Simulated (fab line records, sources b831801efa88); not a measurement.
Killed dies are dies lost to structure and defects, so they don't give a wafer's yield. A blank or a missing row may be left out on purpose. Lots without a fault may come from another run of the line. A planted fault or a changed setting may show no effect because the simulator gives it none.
Problem report in the 8D (eight disciplines) form, filled by code | flow sky130 | the parts of the form that need people (team, actions taken, sign-off) are left out

1. THE PROBLEM
run_length_s at SKY_FIELD_ISO_ETCH_17 reads a mean of 117.7 s on 2 wafers of 1 lot; wafers without a fault read 125.9 s with a standard deviation of 0.38. That is -22 standard deviations from the usual mean.
The step: etches Si in HBr/Cl2/O2, target depth 342 nm, time 97.7 s.
First seen on wafer L337.2, day 5 21:53, on rie_si-01. The record holds 15 wafers of 5 lots with a number at this step. Rule for "out", or "out of limits": more than 4 standard deviations from the usual mean. The other wafers with a number count as sound.

2. WHAT IT IS AND WHAT IT IS NOT
question                    | is               | is not
which readings at this step | run_length_s     | drypump_motor_current_A, oes_product_au, throttle_valve_pct
which lots                  | L337             | L321, L329, L335, L338
which wafers of those lots  | L337.2, L337.4   | L337.3
read on which tools         | rie_si-01        | rie_si-02
when                        | from day 5 21:53 | up to then (10 sound wafers); but 3 sound wafers of L338 came after

3. SUSPECTS, AND WHAT RULES EACH OUT
Counting: a tool at a process step up to the reading stays a suspect if it ran every lot that is out. Sound lots after the first of them don't rule it out here, since some wafers of a struck lot are sound.
- rie_diel-03 at SKY_FIELD_ISO_ETCH_14 (etches BARC in N2/H2, stops on SiO2, time 45.9 s, target depth 60 nm): kept. It ran the lot that is out, L337 (day 5 21:42).
- rie_diel-03 at SKY_FIELD_ISO_ETCH_15 (etches the open film in CHF3/O2, stops on Si, target depth 180 nm, time 72 s): kept. It ran the lot that is out, L337 (day 5 21:44).
- plasma_asher-02 at SKY_FIELD_ISO_STRIP_16 (strips in O2/N2): kept. It ran the lot that is out, L337 (day 5 21:47).
- rie_si-01 at SKY_FIELD_ISO_ETCH_17 (etches Si in HBr/Cl2/O2, target depth 342 nm, time 97.7 s): kept. It ran the lot that is out, L337 (day 5 21:53); its last sound lot up to then is L321 (day 2 12:06). Its own readings are out on those wafers: run_length_s.
- Within rie_diel-03 at SKY_FIELD_ISO_ETCH_14: the wafers that are out ran in chambers 0, 2; their sound lot-mates ran in chamber 1.
- Within rie_diel-03 at SKY_FIELD_ISO_ETCH_15: the wafers that are out ran in chambers 0, 2; their sound lot-mates ran in chamber 1.
- Within plasma_asher-02 at SKY_FIELD_ISO_STRIP_16: the wafers that are out ran in chamber 1; their sound lot-mates ran in chamber 0.
- Within rie_si-01 at SKY_FIELD_ISO_ETCH_17: the wafers that are out ran in chambers 2, 3; their sound lot-mates ran in chamber 0.
Left after counting: rie_diel-03 at SKY_FIELD_ISO_ETCH_14, rie_diel-03 at SKY_FIELD_ISO_ETCH_15, plasma_asher-02 at SKY_FIELD_ISO_STRIP_16, rie_si-01 at SKY_FIELD_ISO_ETCH_17.

4. THE CAUSE (what the simulator had put in)
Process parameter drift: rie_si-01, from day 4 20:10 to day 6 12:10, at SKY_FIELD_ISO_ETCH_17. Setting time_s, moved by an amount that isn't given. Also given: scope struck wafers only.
Counting left 4 suspects, and this tool is among them.

5. THE CHAIN OF EFFECTS, in route order
Each row: a reading whose mean over the struck wafers that have a number lies more than 3 standard deviations from the usual. Only readings for which the record gives a usual standard deviation are gone through. hours: the time from each lot's start at the first step in this table that gives one to its start at this step, as a median over the lots. sigmas: the change in usual standard deviations.
hours | step                  | reading      | usual   | on struck wafers | change | sigmas
0     | SKY_FIELD_ISO_ETCH_17 | run_length_s | 125.9 s | 117.7            | -8.2   | -22
The process steps in it:
- SKY_FIELD_ISO_ETCH_17: etches Si in HBr/Cl2/O2, target depth 342 nm, time 97.7 s.

6. WHAT WOULD HAVE CAUGHT IT SOONER
In this record the first reading out of limits was taken at day 5 21:53, 26 hours after the fault began at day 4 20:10.
